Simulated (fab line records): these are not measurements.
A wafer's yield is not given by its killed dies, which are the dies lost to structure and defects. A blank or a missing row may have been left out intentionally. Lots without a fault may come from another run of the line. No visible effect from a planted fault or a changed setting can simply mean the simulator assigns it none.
Problem report in the 8D (eight disciplines) form, filled by code + flow sky130 + the parts of the form that need people (team, actions taken, sign-off) are left out

## 1. PROBLEM STATEMENT
At SKY_PAD_OPEN_PROBE_99, killed_at_other averages 60.0 over 3 wafers from 2 lots, while fault-free wafers read 0.3, standard deviation 0.58. That is +99 or more standard deviations from the usual mean.
Seen first at day 50 16:04 on prober-01, wafer L910.1. The record has a number at this step for 36 wafers belonging to 12 lots. Rule for "out" (also "out of limits"): further than 4 standard deviations from the usual mean. The other wafers with a number count as sound.

## 2. WHAT IT IS, AND WHAT IT ISN'T
| question                    | is                                    | is not                                                                                                                                    |
|-----------------------------|---------------------------------------|-------------------------------------------------------------------------------------------------------------------------------------------|
| which readings at this step | killed_at_other, sort_bin_3_pad_short | killed_at_M0_to_M3, killed_at_M4_up, killed_at_contacts, killed_at_front_end, killed_on_rim, killed_open, killed_short, sort_bin_6_memory |
| which lots                  | L910, L913                            | L892, L894, L896, L897, L898, L899, L903, L906, L907, L909                                                                                |
| which wafers of those lots  | L910.1, L910.4, L913.4                | L910.5, L913.3, L913.5                                                                                                                    |
| read on which tools         | prober-01                             | prober-02                                                                                                                                 |
| when                        | from day 50 16:04                     | up to then (30 sound wafers); but 3 sound wafers of L910, L913 came after                                                                 |

## 3. WHAT RULES OUT EACH SUSPECT
Counting: a tool at a process step up to the reading stays a suspect if it ran every lot that is out. Sound lots after the first of them don't rule it out here, since some wafers of a struck lot are sound.
- plasma_asher-02 at SKY_CAP2M_STRIP_14 (strips in O2/N2): kept. Ran every lot that is out, first one L910 (day 46 11:01); last sound lot up to then L907 (day 45 04:56).
- cmp-01 at SKY_VIA4_CMP_02 (polishes SiO2): kept. Ran every lot that is out, first one L910 (day 47 09:19); last sound lot up to then L909 (day 46 23:59).
- prober-01 at SKY_PAD_OPEN_PROBE_99: kept. Ran every lot that is out, first one L910 (day 50 16:04); last sound lot up to then L909 (day 50 05:52). Its own killed_at_other, sort_bin_3_pad_short readings are out on those wafers.
- Within plasma_asher-02 at SKY_CAP2M_STRIP_14: the wafers that are out ran in chamber 1; their sound lot-mates ran in chamber 0.
plasma_asher-02 at SKY_CAP2M_STRIP_14, cmp-01 at SKY_VIA4_CMP_02 and prober-01 at SKY_PAD_OPEN_PROBE_99 are what is left after counting.

## 4. THE CAUSE (what the simulator had put in)
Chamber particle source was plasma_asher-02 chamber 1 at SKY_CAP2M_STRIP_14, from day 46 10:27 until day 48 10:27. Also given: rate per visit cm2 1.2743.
3 suspects survive the count, and this tool is in that group.

## 5. THE CHAIN OF EFFECTS, in route order
One row per reading whose mean, taken over the struck wafers that have a number, lies over 3 standard deviations from the usual. Only readings for which the record gives a usual standard deviation are gone through. hours: the time from each lot's start at the first step in this table that gives one to its start at this step, as a median over the lots. sigmas: the change in usual standard deviations.
| hours | step                  | reading              | usual  | on struck wafers | change | sigmas      |
|-------|-----------------------|----------------------|--------|------------------|--------|-------------|
| 0     | SKY_PAD_OPEN_PROBE_99 | defect_limited_yield | 82.7 % | 72.7             | -10.0  | -5.0        |
| 0     | SKY_PAD_OPEN_PROBE_99 | killed_at_other      | 0.3    | 60.0             | +59.7  | +99 or more |
| 0     | SKY_PAD_OPEN_PROBE_99 | killed_dies          | 85     | 134              | +49    | +5.0        |
| 0     | SKY_PAD_OPEN_PROBE_99 | sort_bin_3_pad_short | 0.9 %  | 3.2              | +2.3   | +5.4        |
| 0     | SKY_PAD_OPEN_PROBE_99 | sort_bin_5_function  | 10.1 % | 17.6             | +7.5   | +5.4        |
| 0     | SKY_PAD_OPEN_PROBE_99 | sort_n_pass          | 407    | 358              | -49    | -5.0        |
| 0     | SKY_PAD_OPEN_PROBE_99 | sort_yield_pct       | 82.7 % | 72.7             | -10.0  | -5.0        |
Process steps it contains:
- SKY_PAD_OPEN_PROBE_99

## 6. HOW IT WOULD HAVE BEEN CAUGHT EARLIER
102 hours passed between the start of the fault at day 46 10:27 and the first reading out of limits in this record, taken at day 50 16:04.
No tool reading at SKY_CAP2M_STRIP_14 that has a usual standard deviation in the record was out on any struck wafer, so an alarm limit of 4 standard deviations on those readings would not have fired.
The start of SKY_CAP2M_STRIP_14 on plasma_asher-02 came by day 50 16:04 for every one of the lots that are out (2). Had the tool been put on hold then, not one of them would have been saved.
